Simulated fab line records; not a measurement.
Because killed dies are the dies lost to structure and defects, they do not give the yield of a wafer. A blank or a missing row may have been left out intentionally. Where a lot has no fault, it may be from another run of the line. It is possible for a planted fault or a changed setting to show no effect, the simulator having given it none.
Split-lot experiment ; flow sky130 ; 5 lots, 23 wafers read, on a route of 708 steps

ON THE SPLIT
At SKY_VIA4_CMP_02 (polishes SiO2), the setting leave above ref nm was moved away from the recipe's 580 nm on 10 of the 23 wafers read, by -6.5% to +6.5%. For the rest of the wafers, this setting stayed at what the recipe calls for.

FROM THE SPLIT TO THE READING: what the file shows between them, 4 steps
- SKY_VIA4_SOFTBAKE_07: time 60 s (also split here: time s)
- SKY_VIA4_EXPOSE_08: exposes mask VIM4, target cd 800 nm
- SKY_VIA4_PEB_09
- SKY_VIA4_DEVELOP_10: develop time 60 s

THE READING
oes product au, in a.u., at SKY_VIA4_ETCH_12 (etches SiO2 in C4F8/O2/Ar, stops on TiN, target depth 580 nm). A value of 0.926 a.u. with a standard deviation of 0.0048 a.u. is what fault-free wafers of this fab line usually give.

wafer;tool, chamber at the split;leave above ref nm as run, nm;against the recipe;oes product au, a.u.;against lot-mates on the recipe
L077.2;cmp-02, 3;604.9;+4.3%;0.951;+0.025
L077.3;cmp-02, 2;604.9;+4.3%;0.949;+0.023
L077.4;cmp-02, 1;580;recipe;0.922;-
L077.5;cmp-02, 0,1;580;recipe;0.933;-
L077.6;cmp-02, 0,1;580;recipe;0.922;-
L078.1;cmp-01, 0;580;recipe;0.930;-
L078.2;cmp-01, 1,2;542.4;-6.5%;0.896;-0.031
L078.3;cmp-01, 1,2;542.4;-6.5%;0.890;-0.037
L078.4;cmp-01, 3;580;recipe;0.925;-
L078.5;cmp-01, 1;542.4;-6.5%;0.892;-0.035
L080.1;cmp-01, 0,1;580;recipe;0.924;-
L080.2;cmp-01, 0,1;580;recipe;0.925;-
L080.4;cmp-01, 2;617.8;+6.5%;0.959;+0.036
L080.5;cmp-01, 0;617.8;+6.5%;0.955;+0.032
L080.6;cmp-01, 3;580;recipe;0.921;-
L081.1;cmp-02, 0,1;555.2;-4.3%;0.895;-0.035
L081.2;cmp-02, 3;580;recipe;0.930;-
L081.3;cmp-02, 0,1;555.2;-4.3%;0.895;-0.035
L081.5;cmp-02, 0;555.2;-4.3%;0.908;-0.022
L081.6;cmp-02, 3;580;recipe;0.930;-
L082.1;cmp-01, 0;580;recipe;0.927;-
L082.4;cmp-01, 1;580;recipe;0.932;-
L082.5;cmp-01, 2;580;recipe;0.924;-
Rows listing several chambers each stand for several wafers; the file does not say which wafer went through which chamber.

THE FIT
A straight line over all 23 wafers: oes product au changes by +0.00528 a.u. for each +1% of leave above ref nm; r = +0.98; the points scatter about the line by 0.0045 a.u.
The same after taking each lot's own level away (the mean of its wafers on the recipe; 23 wafers): +0.00565 a.u. for each +1%; r = +0.98; scatter 0.0044 a.u.
On that fit, the largest move of leave above ref nm shifts the reading by 0.037 a.u.
Measured against the standard deviation above, the lots' own levels, which go from 0.9233 to 0.9300 a.u., span 1.4 times it.
Hence the lot-to-lot level has little effect on the slope; both slopes agree.
Check: for one of the wafers moved furthest among these (+6.5%), held out of the fit, the line's prediction against its lot-mates is +0.036 a.u. It came out at +0.0357 a.u. against them.

THESE WAFERS: OTHER SPLITS
Other splits were also applied to these wafers ahead of the reading. Each is held against what the fit with the lots' levels taken away leaves over:
other split on the same wafers;wafers away from the commonest value;r with oes product au (lot level and that fit taken away)
SKY_CAP2M_METAL_ETCH_13 icp w;10;+0.21
SKY_VIA4_SOFTBAKE_07 time s;9;-0.27

THE WHOLE CHAIN: every reading that the file lists as answering this split, in the file's order
step;what it does;reading;change (the file's fit);r (the file's)
SKY_VIA4_CMP_02;polishes SiO2;SiO2_of_VIA4_HDPCVD_00.thk nm (the simulator's own value, which no gauge read);+5.76 nm for each +1% of the setting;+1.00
SKY_VIA4_ETCH_12;etches SiO2 in C4F8/O2/Ar, stops on TiN, target depth 580 nm;oes product au;+0.00567 a.u. for each +1% of the setting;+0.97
SKY_VIA4_ETCH_12;etches SiO2 in C4F8/O2/Ar, stops on TiN, target depth 580 nm;VIA4.feature depth nm (the simulator's own value, which no gauge read);+5.71 nm for each +1% of the setting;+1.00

THE FILE'S OWN FIT
oes product au changes by +0.00567 a.u. for each +1% of leave above ref nm, r = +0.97.
